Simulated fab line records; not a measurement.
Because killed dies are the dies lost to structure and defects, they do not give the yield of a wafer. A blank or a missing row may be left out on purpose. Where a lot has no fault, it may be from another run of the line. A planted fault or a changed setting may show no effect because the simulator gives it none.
fab line records	flow sky130
[record] lots = 6	wafers = 18	lastDay = 50
route steps=708 shown VIA1@462 PAD_OPEN@708
lots that met no fault: from a run of the same line without faults
startH: hours from the record's opening day to when the first of the lot's shown wafers began	waitH: how many hours have passed since the lot's step before this one	" repeats the value in the row above	L1.1+2: a single row standing in for several wafers	- no value, or no start was given	* or withheld: withheld	< > ~ a bound
route shown NAME@n: names a module that has steps shown in the file, with the first one's number in the route	usual: mean and standard deviation over wafers with no fault	same: alike in all rows	chamber/n: place in a boat	sites: readings site by site	_std_site: the standard deviation of these	_edge_site: the outer-site mean with the inner-site mean subtracted	radiusMm: for every site, how far away it sits from the centre of the wafer	mask NAME#n: copy n	behind: the tool/chamber that last shaped the wafer	hold: why the lot was held/for how many hours/how that ended	device: the n, p or np transistor that did not switch	end of line: tests of these same wafers at the route's end	for a step that has no rows: nothing shown but its recipe	killed: dies that structure and defects cost at the first sort, which is not the same as the wafer's yield	map: shows each die of a wafer: x if killed, . if not, _ if none is there
set.NAME: the run value of the setting; set.NAME@STEP: its run value at that earlier step	model.NAME: the simulator's own value behind a step, which no gauge read
lots at selected steps of the route; one table per step, one row per wafer
services: when a tool's chamber went out of use (startH, in hours from the record's first day, below 0 if earlier), for how many hours, and the reason
[[steps]]
[step SKY_VIA1_DEHYDRATE_04]
[recipe] tempC = 200	timeS = 60
[step SKY_VIA1_HMDS_05]
[recipe] primeTimeS = 60	primeTempC = 120
[step SKY_VIA1_COAT_06]
[recipe] resist = BARC	tempC = withheld	timeS = withheld	spinRpm = 3000	resistThkNm = 60
[step SKY_VIA1_COAT_07]
[recipe] resist = KrF-thick	spinRpm = 3000	resistThkNm = 450
[step SKY_VIA1_SOFTBAKE_08]
[recipe] tempC = 100	timeS = 90	resist = KrF-thick
[step SKY_VIA1_EXPOSE_09]
[recipe] maskId = VIM	na = 0.8	sourceShape = annular	sigmaInner = 0.55	sigmaOuter = 0.85	targetCdNm = 150	doseMj = 38
[step SKY_VIA1_PEB_10]
[recipe] pebTempC = withheld	pebTimeS = withheld	resist = KrF-thick
[step SKY_VIA1_DEVELOP_11]
[recipe] developTimeS = 60	resist = KrF-thick	devTempC = 21
[step SKY_VIA1_CD_MEAS_12]
[recipe] targetCdNm = 150
[usual] cdNm = 150.5/1.8
lot.wafer	tool	chamber	startH	waitH	cdNm
L621.1	cdSem-01	-	789.18	-	154.3
L621.2	"	-	"	"	153.8
L621.3	"	-	"	"	153.1
L632.1	cdSem-02	-	877.63	-	151.1
L632.5	"	-	"	"	152.6
L632.6	"	-	"	"	151.2
L633.1	cdSem-02	-	881.03	-	150.0
L633.5	"	-	"	"	152.6
L633.6	"	-	"	"	149.9
L640.1	cdSem-01	-	931.38	-	152.6
L640.3	"	-	"	"	153.8
L640.6	"	-	"	"	153.9
L641.2	cdSem-02	-	942.24	-	148.9
L641.5	"	-	"	"	147.8
L641.6	"	-	"	"	147.6
L642.1	cdSem-02	-	949.97	-	151.9
L642.2	"	-	"	"	152.8
L642.3	"	-	"	"	151.2
[step SKY_VIA1_OVL_MEAS_13]
[usual] VIA1_OVL = -1/5
lot.wafer	tool	chamber	startH	waitH	VIA1_OVL[nm]
L621.1	overlay-02	-	789.30	0.1	0
L621.2	"	-	"	"	-6
L621.3	"	-	"	"	7
L632.1	overlay-02	-	877.75	0.1	2
L632.5	"	-	"	"	-1
L632.6	"	-	"	"	-3
L633.1	overlay-02	-	881.15	0.1	8
L633.5	"	-	"	"	7
L633.6	"	-	"	"	3
L640.1	overlay-02	-	931.50	0.1	-8
L640.3	"	-	"	"	-3
L640.6	"	-	"	"	1
L641.2	overlay-02	-	942.34	0.1	7
L641.5	"	-	"	"	1
L641.6	"	-	"	"	4
L642.1	overlay-02	-	950.09	0.1	-8
L642.2	"	-	"	"	-1
L642.3	"	-	"	"	0
[step SKY_VIA1_ETCH_14]
[recipe] chemistry = N2/H2	target = BARC	ionEnergyEv = 200	sourceW = 500	biasW = 100	pressureMtorr = 30	n2FlowSccm = 100	h2FlowSccm = 200	stopOn = SiO2	timeS = 45.9	targetDepthA = 600
[usual] drypumpMotorCurrentA = 6.1/0.46	oesProductAu = 0.855/0.0048	throttleValvePct = 13.225/0.009
lot.wafer	tool	chamber	startH	waitH	drypumpMotorCurrentA	oesProductAu	rfHoursCounterH	throttleValvePct
L621.1	rieDiel-02	0	789.34	0.0	6.0	0.858	1	13.242
L621.2	"	2	"	"	5.9	0.856	18	13.231
L621.3	"	3	"	"	6.1	0.849	3	13.219
L632.1	rieDiel-02	0	877.79	0.0	6.0	0.858	4	13.230
L632.5	"	3	"	"	6.1	0.857	-	13.222
L632.6	"	0	"	"	6.0	0.851	-	13.216
L633.1	rieDiel-01	0	881.19	0.0	6.2	0.854	0	13.229
L633.5	"	0	"	"	6.3	0.859	-	13.226
L633.6	"	3	"	"	6.4	0.854	-	13.205
L640.1	rieDiel-04	1	931.54	0.0	6.7	0.858	2	13.228
L640.3	"	2	"	"	5.6	0.852	3	13.222
L640.6	"	1	"	"	6.7	0.864	-	13.223
L641.2	rieDiel-01	1	942.37	0.0	5.4	0.855	14	13.229
L641.5	"	0	"	"	6.2	0.863	-	13.225
L641.6	"	3	"	"	6.4	0.861	-	13.231
L642.1	rieDiel-04	2	950.12	0.0	5.5	0.847	4	13.227
L642.2	"	1	"	"	6.7	0.856	2	13.211
L642.3	"	3	"	"	6.6	0.850	10	13.218
[step SKY_VIA1_ETCH_15]
[recipe] target = SiO2	chemistry = C4F8/O2/Ar	targetDepthNm = 351	stopOn = TiN	maskMaterial = KrF-thick	sourceW = 1500	biasW = 1200	pressureMtorr = 40	c4f8FlowSccm = withheld	O2_flow_sccm = 6	Ar_flow_sccm = 300	timeS = 54
[usual] oesProductAu = 0.981/0.0052
lot.wafer	tool	chamber	startH	waitH	oesProductAu	rfHoursCounterH
L621.1	rieDiel-02	0	789.38	0.0	0.985	1
L621.2	"	2	"	"	0.972	18
L621.3	"	3	"	"	0.985	3
L632.1	rieDiel-02	0	877.83	0.0	0.986	4
L632.5	"	3	"	"	0.982	-
L632.6	"	0	"	"	0.985	-
L633.1	rieDiel-01	0	881.23	0.0	0.986	0
L633.5	"	0	"	"	0.980	-
L633.6	"	3	"	"	0.986	-
L640.1	rieDiel-04	1	931.58	0.0	0.979	2
L640.3	"	2	"	"	0.982	3
L640.6	"	1	"	"	0.988	-
L641.2	rieDiel-01	1	942.41	0.0	0.968	14
L641.5	"	0	"	"	0.987	-
L641.6	"	3	"	"	0.989	-
L642.1	rieDiel-04	2	950.16	0.0	0.985	4
L642.2	"	1	"	"	0.986	2
L642.3	"	3	"	"	0.987	10
[step SKY_VIA1_STRIP_16]
[recipe] chemistry = O2/N2	powerW = 1400	pressureMtorr = 1500	platenTempC = withheld	o2FlowSccm = 3000	n2FlowSccm = 300	overashFraction = 0.5
[usual] drypumpMotorCurrentA = 5.8/0.65	o2FlowSccm = 3000/8.6	oesProductAu = 0.415/0.0047	stripTimeToEndpointS = 4.457/0.024
lot.wafer	tool	chamber	startH	waitH	drypumpMotorCurrentA	o2FlowSccm	oesProductAu	rfHoursCounterH	stripTimeToEndpointS
L621.1	plasmaAsher-01	1	789.42	0.0	6.0	3005	0.410	37	4.441
L621.2	"	0	"	"	6.6	2993	0.412	37	4.408
L621.3	"	0	"	"	6.6	2993	0.420	-	4.430
L632.1	plasmaAsher-04	1	877.87	0.0	5.3	3596	0.413	105	4.417
L632.5	"	1	"	"	5.3	3592	0.408	-	4.383
L632.6	"	0	"	"	5.0	2994	0.421	-	4.463
L633.1	plasmaAsher-04	1	881.27	0.0	5.3	3618	0.411	106	4.417
L633.5	"	0	"	"	5.0	2997	0.417	-	4.473
L633.6	"	1	"	"	5.3	3599	0.424	-	4.388
L640.1	plasmaAsher-03	0	931.63	0.0	6.7	3001	0.415	77	4.453
L640.3	"	1	"	"	5.9	3004	0.417	-	4.463
L640.6	"	1	"	"	5.9	3006	0.413	-	4.444
L641.2	plasmaAsher-03	1	942.46	0.0	5.9	2999	0.421	78	4.477
L641.5	"	1	"	"	5.9	3003	0.420	-	4.478
L641.6	"	0	"	"	6.7	2993	0.406	-	4.451
L642.1	plasmaAsher-04	0	950.21	0.0	5.0	2982	0.418	112	4.436
L642.2	"	1	"	"	5.3	2990	0.419	112	4.455
L642.3	"	0	"	"	5.0	2994	0.409	-	4.445
[step SKY_VIA1_STRIP_17]
[recipe] chemistry = postEtchResidueRemover	timeS = 1200	tempC = 72.5
[step SKY_PAD_OPEN_PROBE_99]
[usual] defectLimitedYield = 82.8/2	killed_at_M0_to_M3 = 42/7.3	killed_at_M4_up = 3.2/1.8	killedAtContacts = 25/5.2	killedAtFrontEnd = 15/4.6	killedAtOther = 0.3/0.62	killedDies = 85/9.9	killedOpen = 46/7.1	killedShort = 38/5.7	sort_bin_3_pad_short = 0.9/0.42	sort_bin_5_function = 10.0/1.5	sort_bin_6_memory = 6.3/1.2	sortNPass = 407/9.9	sortYieldPct = 82.8/2
[same] grossDies = 492	killedAtBackSide = 0	sort_bin_4_leakage[%] = 0	sort_bin_8_speed[%] = 0
lot.wafer	tool	chamber	startH	waitH	defectLimitedYield[%]	killed_at_M0_to_M3	killed_at_M4_up	killedAtContacts	killedAtFrontEnd	killedAtOther	killedDies	killedOpen	killedShort	sort_bin_3_pad_short[%]	sort_bin_5_function[%]	sort_bin_6_memory[%]	sortNPass	sortYieldPct[%]
L621.1	prober-01	-	1073.72	0.1	81.5	44	4	24	18	1	91	56	35	1.0	10.8	6.7	401	81.5
L621.2	prober-01	-	1073.77	0.1	84.1	39	2	21	15	1	78	45	33	0.6	9.1	6.1	414	84.1
L621.3	prober-01	-	1073.82	0.2	83.5	41	1	22	17	0	81	41	40	0.8	10.4	5.3	411	83.5
L633.1	prober-02	-	1142.99	0.1	83.9	45	4	24	6	0	79	45	34	1.0	10.2	4.9	413	83.9
L633.5	prober-02	-	1143.19	0.2	82.7	43	3	25	12	2	85	43	42	0.6	11.2	5.5	407	82.7
L633.6	prober-02	-	1143.24	0.2	86.2	35	4	21	7	1	68	34	34	0.4	8.1	5.3	424	86.2
L640.1	prober-01	-	1180.59	0.1	84.3	44	5	19	9	0	77	37	39	1.2	9.1	5.3	415	84.3
L640.3	prober-01	-	1180.69	0.2	81.5	38	4	28	21	0	91	46	43	0.6	11.4	6.5	401	81.5
L640.6	prober-01	-	1180.84	0.2	85.2	29	4	21	19	0	73	38	35	1.0	7.1	6.7	419	85.2
L642.1	prober-01	-	1191.67	0.1	86.8	31	2	21	11	0	65	37	28	0	6.9	6.3	427	86.8
L642.2	prober-01	-	1191.72	0.1	83.1	42	2	25	14	0	83	43	40	1.4	9.8	5.7	409	83.1
L642.3	prober-01	-	1191.77	0.2	85.2	27	3	31	10	2	73	43	30	0.8	9.6	4.5	419	85.2
// killed by level:class
L621.1 VIA2:geometricParticle:open=10 VIA1:geometricParticle:open=9 LI_CONTACT:geometricParticle:open=8 CONTACT:geometricParticle:open=8 CONTACT:geometricParticle:short=6 FIELD_ISO:geometricParticle:open=5 METAL1:geometricParticle:short=5 POLY_GATE:geometricParticle:open=4
L621.2 VIA1:geometricParticle:open=11 LI_CONTACT:geometricParticle:open=10 POLY_GATE:geometricParticle:open=6 VIA3:geometricParticle:open=6 METAL1:geometricParticle:short=6 LOCAL_INTERCONNECT:geometricParticle:short=5 FIELD_ISO:geometricParticle:short=4 VIA3:geometricParticle:short=4
L621.3 VIA1:geometricParticle:open=10 CONTACT:geometricParticle:open=9 METAL1:geometricParticle:short=7 VIA3:geometricParticle:open=6 LI_CONTACT:geometricParticle:open=5 METAL2:geometricParticle:short=5 FIELD_ISO:geometricParticle:short=4 LOCAL_INTERCONNECT:geometricParticle:short=4
L633.1 CONTACT:geometricParticle:open=9 VIA1:geometricParticle:open=9 METAL2:geometricParticle:short=8 VIA2:geometricParticle:open=7 LI_CONTACT:geometricParticle:open=5 CONTACT:geometricParticle:short=5 VIA3:geometricParticle:short=5 VIA3:geometricParticle:open=5
L633.5 VIA1:geometricParticle:open=9 VIA2:geometricParticle:open=8 LI_CONTACT:geometricParticle:open=7 CONTACT:geometricParticle:open=7 VIA3:geometricParticle:open=6 LOCAL_INTERCONNECT:geometricParticle:short=5 VIA1:geometricParticle:short=5 LI_CONTACT:geometricParticle:short=4
L633.6 VIA1:geometricParticle:open=9 VIA2:geometricParticle:open=7 CONTACT:geometricParticle:open=6 METAL2:geometricParticle:short=6 CONTACT:geometricParticle:short=5 LI_CONTACT:geometricParticle:short=5 METAL4:geometricParticle:short=4 LI_CONTACT:geometricParticle:open=3
L640.1 VIA1:geometricParticle:open=10 METAL1:geometricParticle:short=7 LI_CONTACT:geometricParticle:open=6 VIA1:geometricParticle:short=5 CONTACT:geometricParticle:open=4 POLY_GATE:geometricParticle:short=4 LI_CONTACT:geometricParticle:short=4 METAL4:geometricParticle:open=4
L640.3 VIA1:geometricParticle:open=12 CONTACT:geometricParticle:open=11 FIELD_ISO:geometricParticle:open=7 METAL1:geometricParticle:short=7 VIA1:geometricParticle:short=7 LI_CONTACT:geometricParticle:open=6 CONTACT:geometricParticle:short=5 POLY_GATE:geometricParticle:short=4
L640.6 CONTACT:geometricParticle:open=7 LI_CONTACT:geometricParticle:open=6 FIELD_ISO:geometricParticle:open=5 VIA2:geometricParticle:open=5 POLY_GATE:geometricParticle:short=4 METAL1:geometricParticle:short=4 VIA1:geometricParticle:open=4 VIA1:geometricParticle:short=4
L642.1 VIA2:geometricParticle:open=7 LI_CONTACT:geometricParticle:open=6 CONTACT:geometricParticle:open=6 VIA1:geometricParticle:open=5 POLY_GATE:geometricParticle:open=4 METAL3:geometricParticle:short=4 METAL2:geometricParticle:short=4 CONTACT:geometricParticle:short=3
L642.2 CONTACT:geometricParticle:open=12 LI_CONTACT:geometricParticle:open=7 VIA1:geometricParticle:open=7 VIA2:geometricParticle:open=7 FIELD_ISO:geometricParticle:short=6 METAL1:geometricParticle:short=6 VIA1:geometricParticle:short=5 CONTACT:geometricParticle:short=4
L642.3 LI_CONTACT:geometricParticle:open=9 CONTACT:geometricParticle:short=8 CONTACT:geometricParticle:open=7 VIA3:geometricParticle:open=7 VIA2:geometricParticle:open=6 METAL1:geometricParticle:short=4 VIA1:geometricParticle:short=4 FIELD_ISO:geometricParticle:open=3
[[services]]
tool	chamber	startH	hours	kind
rieDiel-04	-	772.19	1.5	repair
rieDiel-02	1	779.88	11.5	repair
rieDiel-01	-	789.52	0.8	repair
rieDiel-01	-	791.56	14.6	pm
rieDiel-04	3	803.63	8.8	repair
rieDiel-04	2	812.45	-	clean
rieDiel-04	2	812.45	16.5	scheduledDown
rieDiel-04	2	812.45	16.5	ventCycle
rieDiel-02	1	813.81	6.2	repair
rieDiel-02	1	838.07	10.5	repair
rieDiel-01	0	838.88	2.8	repair
rieDiel-01	0	841.72	-	clean
rieDiel-01	0	841.72	24.1	scheduledDown
rieDiel-01	0	841.72	24.1	ventCycle
rieDiel-04	3	854.77	7.2	repair
rieDiel-04	1	864.75	-	clean
plasmaAsher-01	-	882.03	5.1	repair
rieDiel-01	3	898.44	33.1	repair
rieDiel-04	-	905.35	0.6	repair
rieDiel-01	2	936.08	7.8	repair
rieDiel-04	-	936.89	0.9	repair
plasmaAsher-04	-	939.21	2.8	pm
rieDiel-02	1	944.17	4.7	repair
rieDiel-02	1	949.62	13.7	repair
[[key]]
[firstSign] step = SKY_VIA1_STRIP_16	reading = o2FlowSccm	direction = up	sigmas = 70	usual = 3000	struck = 3601
[effect] step = SKY_VIA1_STRIP_16	reading = stripTimeToEndpointS	direction = down	sigmas = 2.3	usual = *	struck = *
metAt SKY_VIA1_STRIP_16
struckWafers L632.1,L632.5,L633.1,L633.6
[fault] kind = processParameterDrift	tool = plasmaAsher-04	chamber = 1	onsetH = 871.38	steps = SKY_VIA1_STRIP_16	channel = o2FlowSccm	offset = 600	shape = step	endH = 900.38	actsIn = theseRecipesOnly	stated = 3000
